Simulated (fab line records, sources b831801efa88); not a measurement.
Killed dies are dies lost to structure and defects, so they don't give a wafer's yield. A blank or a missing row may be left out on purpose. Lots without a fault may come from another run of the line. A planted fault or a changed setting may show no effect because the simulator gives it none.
Which tool did it? | flow sfq_line | 14 lots, 42 wafers sampled, at 2 steps of a route of 325

WHAT THE GAUGES READ, wafer by wafer
SFQ_JJ_RS_MEAS_929: measures by four-point-probe. Usual: JJ_NB_RS 1.046 ohm/sq, standard deviation 0.011.
lot  | measured     | on            | JJ_NB_RS (ohm/sq) | flag
L833 | day 37 16:59 | film_metro-01 | 1.052 1.059 1.062 |
L834 | day 38 03:11 | film_metro-03 | 1.057 1.035 1.057 |
L841 | day 46 12:23 | film_metro-03 | 1.043 1.046 1.056 |
L842 | day 46 14:35 | film_metro-03 | 1.044 1.061 1.043 |
L843 | day 48 05:06 | film_metro-04 | 1.060 1.045 1.059 |
L845 | day 54 14:52 | film_metro-04 | 1.020 1.026 1.042 |
L846 | day 54 16:04 | film_metro-03 | 1.047 1.033 1.046 |
L847 | day 54 17:19 | film_metro-04 | 1.058 1.042 1.038 |
L848 | day 54 18:29 | film_metro-03 | 1.036 1.035 1.045 |
L850 | day 54 22:04 | film_metro-03 | 1.043 1.049 1.052 |
L852 | day 55 02:53 | film_metro-04 | 1.048 1.029 1.063 |
L853 | day 55 04:12 | film_metro-03 | 1.054 1.034 1.042 |
L854 | day 55 06:55 | film_metro-04 | 1.046 1.049 1.031 |
L855 | day 55 08:41 | film_metro-04 | 1.043 1.035 1.031 |

WHICH TOOL RAN EACH LOT (tool, then ch and the chambers of the sampled wafers, then the start)
lot  | SFQ_TRILAYER_JJ_TRILAYER_DEP_SPUTTER_112
L833 | pvd_sputter-06, day 37 16:52
L834 | pvd_sputter-05, day 38 03:04
L841 | pvd_sputter-06, day 46 12:18
L842 | pvd_sputter-04, day 46 14:30
L843 | pvd_sputter-05, day 48 05:01
L845 | pvd_sputter-04, day 54 14:47
L846 | pvd_sputter-06, day 54 15:59
L847 | pvd_sputter-05, day 54 17:11
L848 | pvd_sputter-04, day 54 18:23
L850 | pvd_sputter-05, day 54 21:59
L852 | pvd_sputter-06, day 55 02:47
L853 | pvd_sputter-05, day 55 04:07
L854 | pvd_sputter-04, day 55 06:50
L855 | pvd_sputter-06, day 55 08:35
- SFQ_TRILAYER_JJ_TRILAYER_DEP_SPUTTER_112: material Nb, target thk 170 nm, time 113.3 s.

WHAT THE TOOLS THEMSELVES READ (means of the sampled wafers that have a number; where no wafer has one, the mark that the record gives instead)
SFQ_TRILAYER_JJ_TRILAYER_DEP_SPUTTER_112. Usual: throttle_valve_pct 30.3 %, standard deviation 1.3.
lot  | tool           | throttle_valve_pct (%) | flag
L833 | pvd_sputter-06 | 28.8                   |
L834 | pvd_sputter-05 | 30.4                   |
L841 | pvd_sputter-06 | 29.5                   |
L842 | pvd_sputter-04 | 31.3                   |
L843 | pvd_sputter-05 | 30.5                   |
L845 | pvd_sputter-04 | 31.4                   |
L846 | pvd_sputter-06 | 29.5                   |
L847 | pvd_sputter-05 | 30.7                   |
L848 | pvd_sputter-04 | 31.5                   |
L850 | pvd_sputter-05 | 29.6                   |
L852 | pvd_sputter-06 | 28.9                   |
L853 | pvd_sputter-05 | 29.6                   |
L854 | pvd_sputter-04 | 30.9                   |
L855 | pvd_sputter-06 | 29.6                   |

THE ANSWER, worked out from the rows above alone
Rule: a lot is off if the mean of its wafers that have a number lies more than 3 standard deviations from the usual mean. A lot without any number at a reading at which 4 lots or more have one is off too. The other lots that the step has rows for count as sound. The gauges are gone through in route order, then the tools' own readings, and for those a lot's mean is taken as printed above. The first step at which some lot is off is used, and at that step the reading that is off furthest; a lot without a number counts as furthest.
No lot is off at any reading shown: from this, nothing can be told.

WHAT THE SIMULATOR HAD PUT IN
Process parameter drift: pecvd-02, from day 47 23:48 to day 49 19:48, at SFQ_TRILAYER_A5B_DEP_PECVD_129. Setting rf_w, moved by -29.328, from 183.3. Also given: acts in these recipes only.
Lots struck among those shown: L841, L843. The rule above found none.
